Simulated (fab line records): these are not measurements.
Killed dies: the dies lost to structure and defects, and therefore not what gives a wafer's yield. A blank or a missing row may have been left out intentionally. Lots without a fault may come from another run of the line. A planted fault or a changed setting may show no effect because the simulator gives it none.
A struck lot beside a sound one / flow sky130 / 14 out of 708 route steps
Sound: wafers L394.2, L394.3, L394.4. Wafers L407.1, L407.2, L407.6 were the ones struck. Last of all comes the cause.
For every step that has rows: the tool of each side, followed by ch and its chambers, followed by its first start. Under that, the readings that differ: sound wafers / struck wafers / difference of the means / sigmas: that difference in standard deviations of wafers without a fault.
alike: a reading whose means differ by less than 2 such deviations, as well as words and numbers matching on both sides. not compared: withheld readings; readings where some wafer has no value; bounds like >300 that might hide an equal value; numbers whose values overlap and for which the record gives no deviation.
The two part at a step that has a row with sigmas, a row that says differs or no value, or rows on one side only. Numbers that have no deviation but don't overlap get no sigmas and don't part them. A reading missing from all wafers of one side parts the sides only when that side holds two or more wafers.

SKY_LI_CONTACT_CD_MEAS_12: the cd target is 170 nm.
  sound on cdSem-02, day 29 20:37; struck on cdSem-02, day 34 03:26
reading=cdNm (nm); sound=168.6 170.3 169.3; struck=171.4 173.2 172.1; difference=+2.8; sigmas=+2
SKY_LI_CONTACT_OVL_MEAS_13:
  sound on overlay-02, day 29 20:43; struck on overlay-02, day 34 03:34
  alike: LI_CONTACT_OVL
SKY_LI_CONTACT_ETCH_14: etches BARC in N2/H2, stops on SiO2, time 45.9 s, target depth 60 nm.
  sound on rieDiel-01 ch 0,1,3, day 29 20:45; struck on rieDiel-02 ch 0,1,2, day 34 03:36
  alike: drypumpMotorCurrentA, oesProductAu, throttleValvePct
  not compared: rfHoursCounterH
SKY_LI_CONTACT_ETCH_15: etches PSG in C4F8/O2/Ar, stops on Si, target depth 600 nm.
  sound on rieDiel-01 ch 0,1,3, day 29 20:47; struck on rieDiel-02 ch 0,1,2, day 34 03:38
  alike: oesProductAu
SKY_LI_CONTACT_STRIP_16: strips in O2/N2.
  sound on plasmaAsher-04 ch 0,1, day 29 20:53; struck on plasmaAsher-03 ch 0,1, day 34 03:44
  alike: drypumpMotorCurrentA, oesProductAu, stripTimeToEndpointS
  not compared: rfHoursCounterH
then, 3 steps without rows for these wafers: SKY_LI_CONTACT_CLEAN_17 (cleans in NMP, time 600 s); SKY_LI_CONTACT_PRE_CLEAN_18 (time 5.6 s); SKY_LI_CONTACT_SPUTTER_19 (material Ti, target thk 20 nm, time 106.37 s).
SKY_LI_CONTACT_SPUTTER_20: material TiN, target thk 20 nm, time 80 s.
  sound on pvdSputter-02, day 29 21:17; struck on pvdSputter-04, day 34 04:06
  alike: cathodeDcPowerW, throttleValvePct
SKY_LI_CONTACT_CVD_21: deposits W, target thk 400 nm, time 120.56 s.
  sound on cvdW-02 ch 0,1, day 29 21:20; struck on cvdW-01 ch 0,1, day 34 04:10
  alike: heaterPowerOuterW, heaterPowerW
SKY_LI_CONTACT_RS_MEAS_22: measures by four-point-probe.
  sound on filmMetro-04, day 29 21:29; struck on filmMetro-04, day 34 04:17
  alike: LI_CONTACT_W_RS
SKY_LI_CONTACT_THK_MEAS_23: measures by xrf.
  sound on filmMetro-04, day 29 21:36; struck on filmMetro-04, day 34 04:24
  alike: LI_CONTACT_W_THK
SKY_LI_CONTACT_CMP_24: polishes, stops on PSG, t overpolish 20 s, target thk 0 nm.
  sound on cmp-01 ch 1,2,3, day 29 21:39; struck on cmp-01 ch 1,2, day 34 04:28
  no value came back on the struck wafers for any of 6 readings (edgeZonePressureFrac, headPressurePsi (psi) and others); on the sound wafers edgeZonePressureFrac reads 1.002 0.993 0.996
reading=model.W_of_LI_CONTACT_CVD_21.thkNm (nm); sound=0 0 0; struck=431.8 417.2 431.8; difference=+426.9; sigmas=
reading=model.PSG_of_LI_CONTACT_HDPCVD_00.thkNm (nm); sound=588.4 589.4 588; struck=592.4 591.8 592.7; difference=+3.7; sigmas=
-- a jump in the record: the struck wafers' starts before and after are 15 days apart (it breaks off in module LI_CONTACT and resumes in module PAD_OPEN, where the first step shown is number 708 of the route) --
SKY_PAD_OPEN_PROBE_99:
  the record has rows for the struck wafers here (prober-01, day 49 06:30) and none for the sound ones

== WHERE THEY PART ==
Last at SKY_PAD_OPEN_PROBE_99 as far as this record goes, first at SKY_LI_CONTACT_CD_MEAS_12.

WHY: whatever the simulator had introduced
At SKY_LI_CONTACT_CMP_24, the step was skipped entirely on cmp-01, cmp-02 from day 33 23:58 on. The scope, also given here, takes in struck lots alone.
